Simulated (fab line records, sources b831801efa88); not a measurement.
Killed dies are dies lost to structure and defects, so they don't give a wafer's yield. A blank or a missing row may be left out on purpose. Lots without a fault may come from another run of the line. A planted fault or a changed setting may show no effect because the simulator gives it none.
Chamber matching | flow gf180mcu | GF_PASSIVATION_CVD_02 on pecvd-03: 3 sister chambers
The step deposits Si3N4, target thk 700 nm, time 486.18 s. 6 wafers are shown with their chamber, then 8 later ones without.

WAFERS WITH THEIR CHAMBER
wafer  | chamber | heater_power_w (W)
L798.1 | 2       | 724
L798.5 | 2       | 759
L799.5 | 0       | 589
L801.4 | 1       | 783
L801.6 | 0       | 715
L805.1 | 1       | 746

WAFERS WITHOUT THEIR CHAMBER
wafer  | heater_power_w (W)
L805.2 | 691
L805.5 | 757
L811.2 | 723
L811.3 | 733
L811.4 | 649
L812.3 | 728
L812.4 | 685
L812.6 | 814

WHICH CHAMBER EACH WENT THROUGH
wafer  | from the rows above          | in truth
L805.2 | can't be placed: 0 or 2 or 1 | 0
L805.5 | can't be placed: 1 or 2 or 0 | 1
L811.2 | can't be placed: 2 or 1 or 0 | 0
L811.3 | can't be placed: 2 or 1 or 0 | 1
L811.4 | can't be placed: 0 or 2      | 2
L812.3 | can't be placed: 2 or 1 or 0 | 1
L812.4 | can't be placed: 0 or 2 or 1 | 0
L812.6 | can't be placed: 1 or 2      | 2
Placed correctly: 0 of 8. Can't be placed from these rows: 8 (the true chamber is among the candidates in 8). Placed wrongly: 0.
How it was worked out, from the rows above alone: a wafer's distance from a chamber is the root of the sum, over the readings, of the square of ((its reading less the chamber's mean) divided by the reading's scatter). The wafer belongs to the nearest chamber; if the next one is less than 2 further off, it can't be placed. A chamber's mean is the mean of its shown wafers. The scatter: the root of (the sum of the squares of (reading less its chamber's mean) over the shown wafers, divided by (wafers less chambers)).
